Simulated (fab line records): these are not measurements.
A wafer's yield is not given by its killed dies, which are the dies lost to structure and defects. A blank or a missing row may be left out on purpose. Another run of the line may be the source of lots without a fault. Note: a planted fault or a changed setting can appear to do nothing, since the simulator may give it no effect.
Chamber matching || flow gf180mcu || GF_CONTACT_CVD_02 on pecvd-03 has 3 sister chambers
The step deposits SiO2 from TEOS, target thk 860 nm, time 95.992 s. 20 wafers are shown with their chamber, then 10 later ones without.

WAFERS WITH THEIR CHAMBER
{"wafer": "L110.3", "chamber": 2, "heater power w (W)": 761, "rf fwd power W (W)": 593.6}
{"wafer": "L110.5", "chamber": 0, "heater power w (W)": 592, "rf fwd power W (W)": 594.6}
{"wafer": "L110.6", "chamber": 2, "heater power w (W)": 806, "rf fwd power W (W)": 593.5}
{"wafer": "L111.1", "chamber": 1, "heater power w (W)": 598, "rf fwd power W (W)": 594.9}
{"wafer": "L111.2", "chamber": 0, "heater power w (W)": 591, "rf fwd power W (W)": 594.0}
{"wafer": "L111.6", "chamber": 1, "heater power w (W)": 471, "rf fwd power W (W)": 596.0}
{"wafer": "L112.1", "chamber": 2, "heater power w (W)": 796, "rf fwd power W (W)": 594.4}
{"wafer": "L112.2", "chamber": 0, "heater power w (W)": 596, "rf fwd power W (W)": 592.5}
{"wafer": "L112.6", "chamber": 0, "heater power w (W)": 617, "rf fwd power W (W)": 592.8}
{"wafer": "L116.1", "chamber": 2, "heater power w (W)": 775, "rf fwd power W (W)": 596.4}
{"wafer": "L116.4", "chamber": 1, "heater power w (W)": 569, "rf fwd power W (W)": 596.7}
{"wafer": "L116.6", "chamber": 0, "heater power w (W)": 493, "rf fwd power W (W)": 593.1}
{"wafer": "L115.2", "chamber": 1, "heater power w (W)": 548, "rf fwd power W (W)": 595.5}
{"wafer": "L115.3", "chamber": 1, "heater power w (W)": 589, "rf fwd power W (W)": 596.4}
{"wafer": "L115.4", "chamber": 2, "heater power w (W)": 816, "rf fwd power W (W)": 595.6}
{"wafer": "L118.1", "chamber": 1, "heater power w (W)": 549, "rf fwd power W (W)": 598.5}
{"wafer": "L118.2", "chamber": 0, "heater power w (W)": 622, "rf fwd power W (W)": 592.4}
{"wafer": "L118.3", "chamber": 2, "heater power w (W)": 792, "rf fwd power W (W)": 593.5}
{"wafer": "L120.2", "chamber": 0, "heater power w (W)": 497, "rf fwd power W (W)": 597.0}
{"wafer": "L120.4", "chamber": 1, "heater power w (W)": 568, "rf fwd power W (W)": 595.1}

SIGNATURES, as means of the wafers listed above
{"reading": "heater power w", "chamber 0": 572.57, "chamber 1": 556.00, "chamber 2": 791.00, "scatter within a chamber": 42.2}
{"reading": "rf fwd power W", "chamber 0": 593.771, "chamber 1": 596.157, "chamber 2": 594.500, "scatter within a chamber": 1.39}
Rule: for each reading, subtract the chamber's mean from the wafer's reading, divide by that reading's scatter and square the result; add these up over the readings and take the root, which gives the wafer's distance from the chamber. The wafer belongs to the nearest chamber; if the next one is less than 2 further off, it can't be placed. How the scatter is found: for the shown wafers, subtract from each reading the mean of its chamber, square and add these, divide the total by (wafers less chambers), then take the root.

WAFERS WHOSE CHAMBER IS MISSING
{"wafer": "L120.5", "heater power w (W)": 608, "rf fwd power W (W)": 596.3}
{"wafer": "L121.3", "heater power w (W)": 476, "rf fwd power W (W)": 596.4}
{"wafer": "L121.4", "heater power w (W)": 590, "rf fwd power W (W)": 592.2}
{"wafer": "L121.5", "heater power w (W)": 543, "rf fwd power W (W)": 593.2}
{"wafer": "L126.2", "heater power w (W)": 783, "rf fwd power W (W)": 596.0}
{"wafer": "L126.4", "heater power w (W)": 489, "rf fwd power W (W)": 596.6}
{"wafer": "L126.6", "heater power w (W)": 825, "rf fwd power W (W)": 595.0}
{"wafer": "L132.1", "heater power w (W)": 610, "rf fwd power W (W)": 594.2}
{"wafer": "L132.2", "heater power w (W)": 720, "rf fwd power W (W)": 596.3}
{"wafer": "L132.6", "heater power w (W)": 756, "rf fwd power W (W)": 598.4}

CHAMBER TAKEN BY EACH
{"wafer": "L120.5", "from the rows above": "can't be placed: 1 or 0", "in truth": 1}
{"wafer": "L121.3", "from the rows above": "can't be placed: 1 or 0", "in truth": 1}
{"wafer": "L121.4", "from the rows above": "can't be placed: 0 or 1", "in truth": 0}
{"wafer": "L121.5", "from the rows above": "can't be placed: 0 or 1", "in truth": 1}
{"wafer": "L126.2", "from the rows above": 2, "in truth": 2}
{"wafer": "L126.4", "from the rows above": "can't be placed: 1 or 0", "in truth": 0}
{"wafer": "L126.6", "from the rows above": 2, "in truth": 2}
{"wafer": "L132.1", "from the rows above": "can't be placed: 0 or 1", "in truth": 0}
{"wafer": "L132.2", "from the rows above": "can't be placed: 2 or 1 or 0", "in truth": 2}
{"wafer": "L132.6", "from the rows above": 2, "in truth": 2}
Correct placement for 3 of the 10. From these rows, 7 cannot be placed; in 7 the true chamber is one of the candidates. Placed wrongly: 0.
